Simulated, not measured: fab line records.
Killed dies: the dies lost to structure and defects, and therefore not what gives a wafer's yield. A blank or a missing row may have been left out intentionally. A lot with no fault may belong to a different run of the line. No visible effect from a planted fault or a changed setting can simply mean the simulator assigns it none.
Which of the tools did it? :: flow gf180mcu :: 24 lots, 72 wafers sampled, at 5 steps of a route of 602

## WHAT THE GAUGES SHOWED, per wafer
GF_V4_THK_MEAS_01. Usual: V4_CVD_00_THK gives 627 nm (standard deviation 5.1).
lot: L074
measured: day 23 04:35
on: film metro-02
V4_CVD_00_THK (nm): 624 629 632
flag: 

lot: L075
measured: day 23 09:01
on: film metro-01
V4_CVD_00_THK (nm): 612 616 616
flag: 

lot: L076
measured: day 23 22:53
on: film metro-02
V4_CVD_00_THK (nm): 626 615 625
flag: 

lot: L077
measured: day 24 04:46
on: film metro-04
V4_CVD_00_THK (nm): 621 627 624
flag: 

lot: L078
measured: day 24 23:01
on: film metro-01
V4_CVD_00_THK (nm): 627 631 625
flag: 

lot: L079
measured: day 25 01:49
on: film metro-02
V4_CVD_00_THK (nm): 634 625 622
flag: 

lot: L080
measured: day 25 09:37
on: film metro-01
V4_CVD_00_THK (nm): 626 634 624
flag: 

lot: L081
measured: day 25 21:53
on: film metro-04
V4_CVD_00_THK (nm): 630 625 635
flag: 

lot: L082
measured: day 26 17:28
on: film metro-01
V4_CVD_00_THK (nm): 634 625 625
flag: 

lot: L083
measured: day 27 01:58
on: film metro-01
V4_CVD_00_THK (nm): 620 629 617
flag: 

lot: L084
measured: day 27 04:31
on: film metro-01
V4_CVD_00_THK (nm): 630 636 634
flag: 

lot: L085
measured: day 27 17:05
on: film metro-01
V4_CVD_00_THK (nm): 625 621 629
flag: 

lot: L086
measured: day 27 21:38
on: film metro-04
V4_CVD_00_THK (nm): 633 631 631
flag: 

lot: L087
measured: day 28 02:57
on: film metro-02
V4_CVD_00_THK (nm): 624 622 628
flag: 

lot: L089
measured: day 28 07:20
on: film metro-01
V4_CVD_00_THK (nm): 629 625 623
flag: 

lot: L088
measured: day 28 13:13
on: film metro-01
V4_CVD_00_THK (nm): 628 627 626
flag: 

lot: L090
measured: day 28 19:02
on: film metro-02
V4_CVD_00_THK (nm): 630 630 633
flag: 

lot: L092
measured: day 29 05:28
on: film metro-02
V4_CVD_00_THK (nm): 632 628 626
flag: 

lot: L091
measured: day 29 07:00
on: film metro-01
V4_CVD_00_THK (nm): 624 623 628
flag: 

lot: L093
measured: day 29 20:29
on: film metro-04
V4_CVD_00_THK (nm): 632 635 637
flag: 

lot: L094
measured: day 29 22:03
on: film metro-04
V4_CVD_00_THK (nm): 622 617 628
flag: 

lot: L095
measured: day 30 01:46
on: film metro-01
V4_CVD_00_THK (nm): 623 635 632
flag: 

lot: L096
measured: day 30 08:31
on: film metro-02
V4_CVD_00_THK (nm): 628 633 627
flag: 

lot: L097
measured: day 30 14:36
on: film metro-02
V4_CVD_00_THK (nm): 628 628 627
flag: 

## WHICH TOOL RAN EACH LOT (tool, then ch and the chambers of the sampled wafers, then the start)
lot: L074
GF_SALICIDE_SPUTTER_02: pvd sputter-04, day 14 21:07
GF_V2_SPUTTER_22: pvd sputter-04, day 20 00:23
GF_V3_CMP_04: cmp-01 ch 0,2,3, day 21 02:53
GF_V3_ETCH_17: rie diel-04 ch 0,2, day 23 04:35 or earlier

lot: L075
GF_SALICIDE_SPUTTER_02: pvd sputter-01, day 15 04:41
GF_V2_SPUTTER_22: pvd sputter-02, day 20 06:18
GF_V3_CMP_04: cmp-02 ch 2,3, day 21 08:25
GF_V3_ETCH_17: rie diel-04 ch 0,2, day 23 09:01 or earlier

lot: L076
GF_SALICIDE_SPUTTER_02: pvd sputter-03, day 15 14:10
GF_V2_SPUTTER_22: pvd sputter-02, day 20 19:59
GF_V3_CMP_04: cmp-01 ch 0,2,3, day 21 21:52
GF_V3_ETCH_17: rie diel-04 ch 0,3, day 23 22:53 or earlier

lot: L077
GF_SALICIDE_SPUTTER_02: pvd sputter-03, day 15 20:52
GF_V2_SPUTTER_22: pvd sputter-03, day 21 02:03
GF_V3_CMP_04: cmp-01 ch 1,2, day 22 03:15
GF_V3_ETCH_17: rie diel-03 ch 1,2,3, day 24 04:46 or earlier

lot: L078
GF_SALICIDE_SPUTTER_02: pvd sputter-03, day 16 15:40
GF_V2_SPUTTER_22: pvd sputter-02, day 21 22:52
GF_V3_CMP_04: cmp-02 ch 0,1,3, day 22 23:35
GF_V3_ETCH_17: rie diel-03 ch 1,3, day 24 23:01 or earlier

lot: L079
GF_SALICIDE_SPUTTER_02: pvd sputter-04, day 16 15:53
GF_V2_SPUTTER_22: pvd sputter-04, day 22 00:05
GF_V3_CMP_04: cmp-01 ch 0,1,2, day 23 01:26
GF_V3_ETCH_17: rie diel-03 ch 0,1,2, day 25 01:49 or earlier

lot: L080
GF_SALICIDE_SPUTTER_02: pvd sputter-03, day 17 03:46
GF_V2_SPUTTER_22: pvd sputter-04, day 22 09:41
GF_V3_CMP_04: cmp-01 ch 0,1, day 23 10:48
GF_V3_ETCH_17: rie diel-03 ch 0,1,3, day 25 09:37 or earlier

lot: L081
GF_SALICIDE_SPUTTER_02: pvd sputter-04, day 17 15:41
GF_V2_SPUTTER_22: pvd sputter-02, day 22 22:56
GF_V3_CMP_04: cmp-02 ch 1,2,3, day 23 23:35
GF_V3_ETCH_17: rie diel-03 ch 0,2,3, day 25 21:53 or earlier

lot: L082
GF_SALICIDE_SPUTTER_02: pvd sputter-03, day 18 13:26
GF_V2_SPUTTER_22: pvd sputter-04, day 23 20:50
GF_V3_CMP_04: cmp-02 ch 0,2,3, day 24 21:10
GF_V3_ETCH_17: rie diel-04 ch 2,3, day 26 17:28 or earlier

lot: L083
GF_SALICIDE_SPUTTER_02: pvd sputter-01, day 18 23:22
GF_V2_SPUTTER_22: pvd sputter-03, day 24 05:14
GF_V3_CMP_04: cmp-02 ch 0,1,2, day 25 05:11
GF_V3_ETCH_17: rie diel-04 ch 2,3, day 27 01:58 or earlier

lot: L084
GF_SALICIDE_SPUTTER_02: pvd sputter-04, day 19 02:11
GF_V2_SPUTTER_22: pvd sputter-04, day 24 08:26
GF_V3_CMP_04: cmp-02 ch 0,3, day 25 08:07
GF_V3_ETCH_17: rie diel-01 ch 0,1,2, day 27 04:31 or earlier

lot: L085
GF_SALICIDE_SPUTTER_02: pvd sputter-03, day 19 18:31
GF_V2_SPUTTER_22: pvd sputter-03, day 24 21:54
GF_V3_CMP_04: cmp-02 ch 0,1,3, day 25 21:38
GF_V3_ETCH_17: rie diel-04 ch 0,2, day 27 17:05 or earlier

lot: L086
GF_SALICIDE_SPUTTER_02: pvd sputter-04, day 19 20:46
GF_V2_SPUTTER_22: pvd sputter-03, day 25 02:18
GF_V3_CMP_04: cmp-02 ch 1,2,3, day 26 02:01
GF_V3_ETCH_17: rie diel-03 ch 0,3, day 27 21:38 or earlier

lot: L087
GF_SALICIDE_SPUTTER_02: pvd sputter-03, day 20 05:07
GF_V2_SPUTTER_22: pvd sputter-03, day 25 08:22
GF_V3_CMP_04: cmp-02 ch 0,2, day 26 07:50
GF_V3_ETCH_17: rie diel-04 ch 0,3, day 28 02:57 or earlier

lot: L089
GF_SALICIDE_SPUTTER_02: pvd sputter-03, day 20 11:49
GF_V2_SPUTTER_22: pvd sputter-03, day 25 13:14
GF_V3_CMP_04: cmp-02 ch 0,2, day 26 13:11
GF_V3_ETCH_17: rie diel-04 ch 0,1, day 28 07:20 or earlier

lot: L088
GF_SALICIDE_SPUTTER_02: pvd sputter-01, day 20 19:05
GF_V2_SPUTTER_22: pvd sputter-03, day 25 20:37
GF_V3_CMP_04: cmp-02 ch 0,2,3, day 26 19:13
GF_V3_ETCH_17: rie diel-04 ch 0,1, day 28 13:13 or earlier

lot: L090
GF_SALICIDE_SPUTTER_02: pvd sputter-01, day 20 23:59
GF_V2_SPUTTER_22: pvd sputter-02, day 26 00:49
GF_V3_CMP_04: cmp-02 ch 0,1,2, day 26 23:43
GF_V3_ETCH_17: rie diel-04 ch 2,3, day 28 19:02 or earlier

lot: L092
GF_SALICIDE_SPUTTER_02: pvd sputter-04, day 21 13:55
GF_V2_SPUTTER_22: pvd sputter-04, day 26 13:25
GF_V3_CMP_04: cmp-02 ch 0,1,3, day 27 12:37
GF_V3_ETCH_17: rie diel-03 ch 1,2,3, day 29 05:28 or earlier

lot: L091
GF_SALICIDE_SPUTTER_02: pvd sputter-03, day 21 16:15
GF_V2_SPUTTER_22: pvd sputter-04, day 26 14:55
GF_V3_CMP_04: cmp-02 ch 0,2,3, day 27 13:02
GF_V3_ETCH_17: rie diel-04 ch 0,2,3, day 29 07:00 or earlier

lot: L093
GF_SALICIDE_SPUTTER_02: pvd sputter-03, day 22 08:58
GF_V2_SPUTTER_22: pvd sputter-02, day 27 06:07
GF_V3_CMP_04: cmp-02 ch 0,1,3, day 28 03:28
GF_V3_ETCH_17: rie diel-04 ch 0,1,2, day 29 20:29 or earlier

lot: L094
GF_SALICIDE_SPUTTER_02: pvd sputter-03, day 22 11:46
GF_V2_SPUTTER_22: pvd sputter-02, day 27 07:52
GF_V3_CMP_04: cmp-01 ch 0,2,3, day 28 06:28
GF_V3_ETCH_17: rie diel-01 ch 0,2,3, day 29 22:03 or earlier

lot: L095
GF_SALICIDE_SPUTTER_02: pvd sputter-04, day 22 13:52
GF_V2_SPUTTER_22: pvd sputter-04, day 27 11:52
GF_V3_CMP_04: cmp-02 ch 0,1, day 28 08:55
GF_V3_ETCH_17: rie diel-01 ch 1,2,3, day 30 01:46 or earlier

lot: L096
GF_SALICIDE_SPUTTER_02: pvd sputter-03, day 22 23:11
GF_V2_SPUTTER_22: pvd sputter-04, day 27 18:37
GF_V3_CMP_04: cmp-01 ch 0,1,2, day 28 16:15
GF_V3_ETCH_17: rie diel-04 ch 2,3, day 30 08:31 or earlier

lot: L097
GF_SALICIDE_SPUTTER_02: pvd sputter-04, day 23 05:55
GF_V2_SPUTTER_22: pvd sputter-04, day 28 01:05
GF_V3_CMP_04: cmp-01 ch 1,2, day 28 22:26
GF_V3_ETCH_17: rie diel-01 ch 0,2,3, day 30 14:36 or earlier
- GF_SALICIDE_SPUTTER_02: material Co, target thk 10 nm, time 20 s.
- GF_V2_SPUTTER_22: material TiN, target thk 10 nm, time 40 s.
- GF_V3_CMP_04: polishes SiO2.
- GF_V3_ETCH_17: etches SiO2 in C4F8/O2/Ar, stops on TiN, target depth 635 nm.

## WHAT THE TOOLS THEMSELVES READ (means of the sampled wafers that have a number; where no wafer has one, the mark that the record gives instead)
GF_SALICIDE_SPUTTER_02. Usual: 29.8 % for throttle valve pct, sd 1.3.
lot: L074
tool: pvd sputter-04
throttle valve pct (%): 30.0
flag: 

lot: L075
tool: pvd sputter-01
throttle valve pct (%): 28.8
flag: 

lot: L076
tool: pvd sputter-03
throttle valve pct (%): 30.2
flag: 

lot: L077
tool: pvd sputter-03
throttle valve pct (%): 29.8
flag: 

lot: L078
tool: pvd sputter-03
throttle valve pct (%): 29.9
flag: 

lot: L079
tool: pvd sputter-04
throttle valve pct (%): 30.1
flag: 

lot: L080
tool: pvd sputter-03
throttle valve pct (%): 30.6
flag: 

lot: L081
tool: pvd sputter-04
throttle valve pct (%): 30.5
flag: 

lot: L082
tool: pvd sputter-03
throttle valve pct (%): 30.0
flag: 

lot: L083
tool: pvd sputter-01
throttle valve pct (%): 27.8
flag: 

lot: L084
tool: pvd sputter-04
throttle valve pct (%): 30.0
flag: 

lot: L085
tool: pvd sputter-03
throttle valve pct (%): 29.7
flag: 

lot: L086
tool: pvd sputter-04
throttle valve pct (%): 30.0
flag: 

lot: L087
tool: pvd sputter-03
throttle valve pct (%): 30.6
flag: 

lot: L089
tool: pvd sputter-03
throttle valve pct (%): 30.1
flag: 

lot: L088
tool: pvd sputter-01
throttle valve pct (%): 29.1
flag: 

lot: L090
tool: pvd sputter-01
throttle valve pct (%): 28.4
flag: 

lot: L092
tool: pvd sputter-04
throttle valve pct (%): 29.7
flag: 

lot: L091
tool: pvd sputter-03
throttle valve pct (%): 30.5
flag: 

lot: L093
tool: pvd sputter-03
throttle valve pct (%): 30.5
flag: 

lot: L094
tool: pvd sputter-03
throttle valve pct (%): 30.8
flag: 

lot: L095
tool: pvd sputter-04
throttle valve pct (%): 30.7
flag: 

lot: L096
tool: pvd sputter-03
throttle valve pct (%): 30.1
flag: 

lot: L097
tool: pvd sputter-04
throttle valve pct (%): 31.5
flag: 

GF_V2_SPUTTER_22. Usual: 29.9 % for throttle valve pct, sd 1.2.
lot: L074
tool: pvd sputter-04
throttle valve pct (%): 30.8
flag: 

lot: L075
tool: pvd sputter-02
throttle valve pct (%): 29.5
flag: 

lot: L076
tool: pvd sputter-02
throttle valve pct (%): 30.0
flag: 

lot: L077
tool: pvd sputter-03
throttle valve pct (%): 30.2
flag: 

lot: L078
tool: pvd sputter-02
throttle valve pct (%): 29.7
flag: 

lot: L079
tool: pvd sputter-04
throttle valve pct (%): 31.0
flag: 

lot: L080
tool: pvd sputter-04
throttle valve pct (%): 31.4
flag: 

lot: L081
tool: pvd sputter-02
throttle valve pct (%): 29.9
flag: 

lot: L082
tool: pvd sputter-04
throttle valve pct (%): 30.2
flag: 

lot: L083
tool: pvd sputter-03
throttle valve pct (%): 28.8
flag: 

lot: L084
tool: pvd sputter-04
throttle valve pct (%): 30.9
flag: 

lot: L085
tool: pvd sputter-03
throttle valve pct (%): 30.1
flag: 

lot: L086
tool: pvd sputter-03
throttle valve pct (%): 30.0
flag: 

lot: L087
tool: pvd sputter-03
throttle valve pct (%): 30.9
flag: 

lot: L089
tool: pvd sputter-03
throttle valve pct (%): 28.8
flag: 

lot: L088
tool: pvd sputter-03
throttle valve pct (%): 29.4
flag: 

lot: L090
tool: pvd sputter-02
throttle valve pct (%): 28.5
flag: 

lot: L092
tool: pvd sputter-04
throttle valve pct (%): 30.9
flag: 

lot: L091
tool: pvd sputter-04
throttle valve pct (%): 30.2
flag: 

lot: L093
tool: pvd sputter-02
throttle valve pct (%): 28.9
flag: 

lot: L094
tool: pvd sputter-02
throttle valve pct (%): 29.3
flag: 

lot: L095
tool: pvd sputter-04
throttle valve pct (%): 30.8
flag: 

lot: L096
tool: pvd sputter-04
throttle valve pct (%): 30.8
flag: 

lot: L097
tool: pvd sputter-04
throttle valve pct (%): 30.5
flag: 

GF_V3_CMP_04. Usual: motor current A 12.3 A, standard deviation 1.1; slurry flow ml min 150.0, standard deviation 0.45; time to endpoint s 83 s, standard deviation 5.2.
lot: L074
tool: cmp-01
motor current A (A): 12.3
slurry flow ml min: 149.9
time to endpoint s (s): 84
flag: 

lot: L075
tool: cmp-02
motor current A (A): 13.8
slurry flow ml min: 149.5
time to endpoint s (s): 87
flag: 

lot: L076
tool: cmp-01
motor current A (A): 12.2
slurry flow ml min: 149.8
time to endpoint s (s): 87
flag: 

lot: L077
tool: cmp-01
motor current A (A): 10.8
slurry flow ml min: 149.4
time to endpoint s (s): 79
flag: 

lot: L078
tool: cmp-02
motor current A (A): 13.0
slurry flow ml min: 149.8
time to endpoint s (s): 84
flag: 

lot: L079
tool: cmp-01
motor current A (A): 12.0
slurry flow ml min: 150.0
time to endpoint s (s): 78
flag: 

lot: L080
tool: cmp-01
motor current A (A): 11.8
slurry flow ml min: 150.1
time to endpoint s (s): 87
flag: 

lot: L081
tool: cmp-02
motor current A (A): 12.9
slurry flow ml min: 150.1
time to endpoint s (s): 92
flag: 

lot: L082
tool: cmp-02
motor current A (A): 12.9
slurry flow ml min: 149.7
time to endpoint s (s): 86
flag: 

lot: L083
tool: cmp-02
motor current A (A): 12.3
slurry flow ml min: 150.2
time to endpoint s (s): 84
flag: 

lot: L084
tool: cmp-02
motor current A (A): 12.3
slurry flow ml min: 150.2
time to endpoint s (s): 88
flag: 

lot: L085
tool: cmp-02
motor current A (A): 12.8
slurry flow ml min: 150.2
time to endpoint s (s): 80
flag: 

lot: L086
tool: cmp-02
motor current A (A): 12.9
slurry flow ml min: 150.2
time to endpoint s (s): 83
flag: 

lot: L087
tool: cmp-02
motor current A (A): 12.1
slurry flow ml min: 150.0
time to endpoint s (s): 84
flag: 

lot: L089
tool: cmp-02
motor current A (A): 11.8
slurry flow ml min: 150.0
time to endpoint s (s): 85
flag: 

lot: L088
tool: cmp-02
motor current A (A): 13.0
slurry flow ml min: 149.8
time to endpoint s (s): 89
flag: 

lot: L090
tool: cmp-02
motor current A (A): 11.7
slurry flow ml min: 149.7
time to endpoint s (s): 84
flag: 

lot: L092
tool: cmp-02
motor current A (A): 12.8
slurry flow ml min: 149.9
time to endpoint s (s): 82
flag: 

lot: L091
tool: cmp-02
motor current A (A): 12.6
slurry flow ml min: 150.1
time to endpoint s (s): 75
flag: 

lot: L093
tool: cmp-02
motor current A (A): 12.6
slurry flow ml min: 149.7
time to endpoint s (s): 77
flag: 

lot: L094
tool: cmp-01
motor current A (A): 12.4
slurry flow ml min: 149.9
time to endpoint s (s): 81
flag: 

lot: L095
tool: cmp-02
motor current A (A): 12.1
slurry flow ml min: 149.9
time to endpoint s (s): 79
flag: 

lot: L096
tool: cmp-01
motor current A (A): 11.8
slurry flow ml min: 149.5
time to endpoint s (s): 86
flag: 

lot: L097
tool: cmp-01
motor current A (A): 11.0
slurry flow ml min: 150.2
time to endpoint s (s): 84
flag: 

GF_V3_ETCH_17. Usual: 0.856 a.u. for oes product au, sd 0.0047.
lot: L074
tool: rie diel-04
oes product au (a.u.): 0.859
flag: 

lot: L075
tool: rie diel-04
oes product au (a.u.): 0.852
flag: 

lot: L076
tool: rie diel-04
oes product au (a.u.): 0.851
flag: 

lot: L077
tool: rie diel-03
oes product au (a.u.): 0.857
flag: 

lot: L078
tool: rie diel-03
oes product au (a.u.): 0.855
flag: 

lot: L079
tool: rie diel-03
oes product au (a.u.): 0.851
flag: 

lot: L080
tool: rie diel-03
oes product au (a.u.): 0.857
flag: 

lot: L081
tool: rie diel-03
oes product au (a.u.): 0.857
flag: 

lot: L082
tool: rie diel-04
oes product au (a.u.): 0.859
flag: 

lot: L083
tool: rie diel-04
oes product au (a.u.): 0.856
flag: 

lot: L084
tool: rie diel-01
oes product au (a.u.): 0.856
flag: 

lot: L085
tool: rie diel-04
oes product au (a.u.): 0.856
flag: 

lot: L086
tool: rie diel-03
oes product au (a.u.): 0.853
flag: 

lot: L087
tool: rie diel-04
oes product au (a.u.): 0.855
flag: 

lot: L089
tool: rie diel-04
oes product au (a.u.): 0.860
flag: 

lot: L088
tool: rie diel-04
oes product au (a.u.): 0.857
flag: 

lot: L090
tool: rie diel-04
oes product au (a.u.): 0.857
flag: 

lot: L092
tool: rie diel-03
oes product au (a.u.): 0.859
flag: 

lot: L091
tool: rie diel-04
oes product au (a.u.): 0.858
flag: 

lot: L093
tool: rie diel-04
oes product au (a.u.): 0.852
flag: 

lot: L094
tool: rie diel-01
oes product au (a.u.): 0.856
flag: 

lot: L095
tool: rie diel-01
oes product au (a.u.): 0.860
flag: 

lot: L096
tool: rie diel-04
oes product au (a.u.): 0.855
flag: 

lot: L097
tool: rie diel-01
oes product au (a.u.): 0.854
flag: 

## THE ANSWER, worked out from the rows above alone
Rule: a lot is off if the mean of its wafers that have a number lies more than 3 standard deviations from the usual mean. Also off: a lot with no number at a reading for which 4 or more lots have one. Any other lot the step has rows for is counted as sound. After the gauges, taken in route order, come the tools' own readings; for these a lot's mean is taken, as printed above. At the first step where some lot is off, the reading lying furthest off is the one used; lots without a number count as furthest.
No lot is off on any of the readings shown, so nothing can be concluded from this.

## WHAT THE SIMULATOR PUT IN
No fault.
